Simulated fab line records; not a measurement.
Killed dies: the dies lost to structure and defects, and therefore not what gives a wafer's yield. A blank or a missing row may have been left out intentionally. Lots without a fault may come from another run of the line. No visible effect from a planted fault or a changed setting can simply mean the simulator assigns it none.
Struck lot and sound lot, side by side | flow sky130 | 24 steps out of a route of 708
Sound: the wafers L583.1, L583.2, L583.4. The struck wafers were L590.4, L590.5, L590.6. The cause is given at the end.
At each step with rows: each side's tool, then ch and its chambers, then its first start. Under that, the readings that differ: sound wafers | struck wafers | difference of the means | sigmas: that difference in standard deviations of wafers without a fault.
alike: a reading whose means differ by less than 2 such deviations, as well as words and numbers matching on both sides. not compared: withheld readings; readings where some wafer has no value; bounds like >300 that might hide an equal value; numbers whose values overlap and for which the record gives no deviation.
Wherever a step has rows on one side only, a row that says differs or no value, or a row with sigmas, the two part there. Non-overlapping numbers with no deviation appear without sigmas and do not part them. Lack of a reading on every wafer of one side parts them only where that side has two or more wafers.

first, 2 steps without rows for these wafers: SKY_POLY_GATE_CLEAN_19 (cleans in SC1/SC2, time 150 s); SKY_POLY_GATE_OXIDATION_20 (stabilise 600 s, purge 300 s, target thk 4 nm).
SKY_POLY_GATE_THK_MEAS_21:
  sound on filmMetro-01 at day 17 14:43; struck on filmMetro-03 at day 20 06:31
  alike: POLY_GATE_OXIDATION_THK
SKY_POLY_GATE_CD_MEAS_22:
  sound on cdSem-02 at day 17 14:46; struck on cdSem-01 at day 20 06:38
  alike: cdNm
then, 7 steps without rows for these wafers: SKY_LDD_N_DEHYDRATE_00 (time 60 s); SKY_LDD_N_HMDS_01 (prime time 60 s); SKY_LDD_N_COAT_02 (resist thk 300 nm); SKY_LDD_N_SOFTBAKE_03 (time 60 s); SKY_LDD_N_EXPOSE_04 (exposes mask NTM, target cd 840 nm); SKY_LDD_N_PEB_05; SKY_LDD_N_DEVELOP_06 (develop time 60 s).
SKY_LDD_N_OVL_MEAS_07:
  sound on overlay-01 at day 18 20:54; struck on overlay-01 at day 21 13:32
  alike: LDD_N_OVL
SKY_LDD_N_IMPLANT_08:
  sound on implanter-03 ch 0, day 18 20:56; struck on implanter-04 ch 0, day 21 13:37
reading          | sound                         | struck                          | difference  | sigmas
beamOnS (s)      | 10.02 10.09 9.83              | 73.51 70.87 73.06               | +62.50      | +99 or more
doseIonsCm2      | 7.498e+13 7.511e+13 7.509e+13 | 8.0224e+14 8.0226e+14 8.021e+14 | +7.2714e+14 | +99 or more
faradayCurrentUA | 420 420 429                   | 612 634 620                     | +199        | +25
  alike: endStationPressureTorr, rotationDeg
then, 7 steps without rows for these wafers: SKY_LDD_N_IMPLANT_09; SKY_LDD_N_IMPLANT_10; SKY_LDD_N_IMPLANT_11; SKY_LDD_N_IMPLANT_12; SKY_LDD_N_IMPLANT_13; SKY_LDD_N_IMPLANT_14; SKY_LDD_N_IMPLANT_15.
SKY_LDD_N_STRIP_16: strips in O2/N2.
  sound on plasmaAsher-01 ch 0,1, day 18 22:08; struck on plasmaAsher-01 ch 0,1, day 21 14:47
reading                  | sound             | struck            | difference | sigmas
stripTimeToEndpointS (s) | 4.314 4.283 4.299 | 5.820 5.807 5.791 | +1.507     | +99 or more
  alike: chamberPressureMTorr, drypumpMotorCurrentA, n2FlowSccm, oesProductAu
  not compared: rfHoursCounterH
SKY_LDD_N_TW_MEAS_17:
  sound on filmMetro-03 at day 18 22:14; struck on filmMetro-02 at day 21 14:53
reading  | sound          | struck         | difference | sigmas
LDD_N_TW | 2562 2550 2571 | 3022 3020 3025 | +461       | +27
then, 1 step without rows for these wafers: SKY_LDD_P_DEHYDRATE_00 (time 60 s).
-- here the record skips 27 days between the struck wafers' starts before and after, leaving off in module LDD_P and picking up in module PAD_OPEN (first step shown: number 708 of the route) --
SKY_PAD_OPEN_PROBE_99:
  sound on prober-02 at day 46 18:41; struck on prober-01 at day 48 13:47
reading                                 | sound             | struck            | difference | sigmas
model.etest.tipN.rsOhmSq                | 442.2 442.1 444.5 | 248 248.8 248.9   | -194       | 
model.etest.nfet_01v8.rOnOhmUm          | 872.6 848.6 835.8 | 760.5 769.5 793.6 | -77.8      | 
model.etest.nfet_01v8_lvt.driveUaUm     | 554 566.2 578.5   | 635.8 635.1 613.6 | +61.9      | 
model.etest.nfet_01v8_turned.driveUaUm  | 491.1 491.6 503.4 | 567.2 556.8 539.7 | +59.2      | 
model.etest.nfet_01v8.driveUaUm         | 489.2 495.9 501.4 | 569.4 552.1 532.8 | +55.9      | 
model.etest.sramNfetPass.driveUaUm      | 478.5 486.1 505.9 | 557.2 549.5 525.8 | +54.0      | 
model.etest.nfet_01v8_swapped.driveUaUm | 489.3 493 503.4   | 546.9 531.2 519.9 | +37.4      | 
  alike: killed_at_M0_to_M3, killed_at_M4_up, killedAtContacts, killedAtFrontEnd, killedAtOther, killedDies, killedOpen, killedShort
  not compared: model.etest.liconNdiff.rcOhm

== WHERE THEY PART ==
First at SKY_LDD_N_IMPLANT_08; last, within this record, at SKY_LDD_N_TW_MEAS_17. Later steps at which nothing parts them and some readings are alike: SKY_PAD_OPEN_PROBE_99.

WHY: what the simulator had put in
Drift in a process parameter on implanter-04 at SKY_LDD_N_IMPLANT_08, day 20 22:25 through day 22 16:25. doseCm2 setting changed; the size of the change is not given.
